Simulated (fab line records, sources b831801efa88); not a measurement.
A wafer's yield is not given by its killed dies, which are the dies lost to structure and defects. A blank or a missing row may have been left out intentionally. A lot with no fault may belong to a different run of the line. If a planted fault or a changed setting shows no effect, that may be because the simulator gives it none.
The same fault as seen by 2 desks ; flow gf180mcu ; numbers are kept per desk, each desk with only its own; the story behind them comes last

== THE METROLOGY DESK ==
What the gauges read, lot by lot, whatever tool the lot ran on: means of the sampled wafers that have a number. If a lot's mean is further than 4 standard deviations from the usual mean, the lot is out of limits and carries the mark OUT (the distance appears in the brackets).
Columns: A = TOP_METAL_ALCU_RS at GF_TOP_METAL_RS_MEAS_05, usual 0.0328 ohm/sq; B = cd-nm at GF_TOP_METAL_CD_MEAS_14, usual 438.7 nm
lot;first seen here;A;B
L471;day 27 04:31;0.0329;441.2
L472;day 27 14:28;0.0329;440.2
L473;day 28 01:02;0.0330;439.8
L474;day 28 04:50;0.0327;438.8
L475;day 28 17:07;0.0325;437.0
L477;day 29 04:45;0.0325;434.4
L479;day 30 01:09;0.0327;437.9
L480;day 30 05:23;0.0329;439.3
L483;day 31 01:22;0.0327;439.1
L487;day 31 23:01;0.0328;441.5
L489;day 32 13:56;0.0329;436.6
L492;day 33 05:07;0.0330;438.5
L493;day 33 10:36;0.0322;440.5
Finding of this desk: none of the 13 lots has anything out of limits.

== TOOL OWNER'S DESK, cmp-01 ==
The tool's own readings at GF_V2_CMP_04 (polishes SiO2): means of the sampled wafers that have a number, for each lot that ran on this tool. If a lot's mean is further than 4 standard deviations from the usual mean, the lot is out of limits and carries the mark OUT (the distance appears in the brackets).
Columns: A = motor-current-A at GF_V2_CMP_04, usual 12.2 A; B = time-to-endpoint-s at GF_V2_CMP_04, usual 79 s
lot;first seen here;A;B
L471;day 19 03:59;13.1;74
L472;day 19 15:53;13.0;75
L473;day 20 04:39;13.2;77
L474;day 20 08:29;12.9;81
L475;day 20 22:20;13.5;76
L477;day 21 13:01;12.4;75
L480;day 22 21:15;13.1;83
L483;day 23 22:10;12.9;83
L493;day 26 20:24;13.4;82
Finding of this desk: none of the 9 lots has anything out of limits.

== ALL TOGETHER ==
Metrology desk: nothing out of limits seen.
The tool owner's desk saw nothing out of limits.

== WHAT THE SIMULATOR HAD INSERTED ==
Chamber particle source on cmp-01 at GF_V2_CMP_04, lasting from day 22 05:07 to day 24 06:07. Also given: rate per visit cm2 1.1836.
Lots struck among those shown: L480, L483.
